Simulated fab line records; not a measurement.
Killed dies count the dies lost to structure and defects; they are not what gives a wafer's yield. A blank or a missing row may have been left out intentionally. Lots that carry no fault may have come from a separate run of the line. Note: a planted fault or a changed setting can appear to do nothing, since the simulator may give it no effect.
A struck lot beside a sound one    flow sfq line    13 out of 325 route steps
Sound: wafers L954.1, L954.3, L954.5. Struck: wafers L963.1, L963.6. (L963.4 of the same lot was not struck and is left out.) The cause comes at the end.
Each step with rows lists, per side, the tool, then ch with its chambers, then its first start. Under that, the readings that differ: sound wafers    struck wafers    difference of the means    sigmas: that difference in standard deviations of wafers without a fault.
alike: readings whose means differ by less than 2 such deviations, and words and numbers that are the same on both sides. not compared: withheld readings, readings that some wafer has no value for, bounds like >300 that may hide the same value, and numbers for which the record gives no deviation and whose values overlap.
Wherever a step has rows on one side only, a row that says differs or no value, or a row with sigmas, the two part there. Non-overlapping numbers with no deviation appear without sigmas and do not part them. Lack of a reading on every wafer of one side parts them only where that side has two or more wafers.

SFQ_INCOMING_BOW_MEAS_900:
  sound on film metro-01 at day 3 12:00; struck on film metro-01 at day 5 09:00
  alike: INCOMING_BOW
then, 1 step without rows for these wafers: SFQ_TRILAYER_INCOMING_OXIDATION_002 (target thk 500 nm, ox time 4939 s).
SFQ_TRILAYER_L0_DEP_SPUTTER_003: material MoNx KI, target thk 40 nm, time 100 s.
  sound on pvd sputter-03 at day 3 14:29; struck on pvd sputter-06 at day 5 11:29
  alike: throttle valve pct
SFQ_L0_RS_MEAS_901: measures by four-point-probe.
  sound on film metro-03 at day 3 14:34; struck on film metro-03 at day 5 11:34
  alike: L0_MONX_KI_RS
SFQ_L0_THK_MEAS_902: measures by xrf.
  sound on film metro-03 at day 3 14:41; struck on film metro-03 at day 5 11:41
  alike: L0_MONX_KI_THK
SFQ_TRILAYER_L0_LITHO_COAT_010: resist thk 62 nm.
  sound on litho track-03 ch 0, day 3 14:44; struck on litho track-02 ch 0, day 5 11:44
reading                                               sound            struck       difference  sigmas
model.BARC_of_TRILAYER_L0_LITHO_COAT_010.thk nm (nm)  62.2 62.1 62.24  65.41 65.23  +3.14       
  alike: resist line temp C
then, 5 steps without rows for these wafers: SFQ_TRILAYER_L0_LITHO_COAT_005 (resist thk 600 nm); SFQ_TRILAYER_L0_LITHO_SOFTBAKE_009; SFQ_TRILAYER_L0_LITHO_EXPOSE_006 (exposes mask L0, target cd 2000 nm); SFQ_TRILAYER_L0_LITHO_PEB_008 (peb time 60 s); SFQ_TRILAYER_L0_LITHO_DEVELOP_007 (time 60 s).
-- the record jumps here: 3 days lie between the struck wafers' starts before and after --
SFQ_TRILAYER_L0_BARC_OPEN_METAL_ETCH_010: etches BARC in O2, target depth 125 nm, time 41.7 s.
  sound on rie metal-02 ch 0, day 6 14:59; struck on rie metal-01 ch 1, day 8 20:48
reading                      sound              struck       difference  sigmas
drypump motor current A (A)  4.9 4.8 4.8        6.1 6.0      +1.2        +2
oes product au (a.u.)        0.684 0.684 0.686  0.701 0.709  +0.020      +5
model.etch.depth nm (nm)     62.2 62.1 62.24    65.41 65.23  +3.14       
  not compared: rf hours counter h
SFQ_TRILAYER_L0_ETCH_METAL_ETCH_008: etches MoNx KI in SF6/O2, stops on SiO2, target depth 50 nm, time 25 s.
  sound on rie metal-02 ch 0, day 6 15:02; struck on rie metal-01 ch 1, day 8 20:52
reading                      sound        struck   difference  sigmas
drypump motor current A (A)  4.8 4.9 4.9  6.0 6.0  +1.1        +2
  alike: oes product au
  not compared: rf hours counter h

WHERE THEY PART
Last at SFQ_TRILAYER_L0_ETCH_METAL_ETCH_008 as far as this record goes, first at SFQ_TRILAYER_L0_BARC_OPEN_METAL_ETCH_010.

WHY: what had been put in by the simulator
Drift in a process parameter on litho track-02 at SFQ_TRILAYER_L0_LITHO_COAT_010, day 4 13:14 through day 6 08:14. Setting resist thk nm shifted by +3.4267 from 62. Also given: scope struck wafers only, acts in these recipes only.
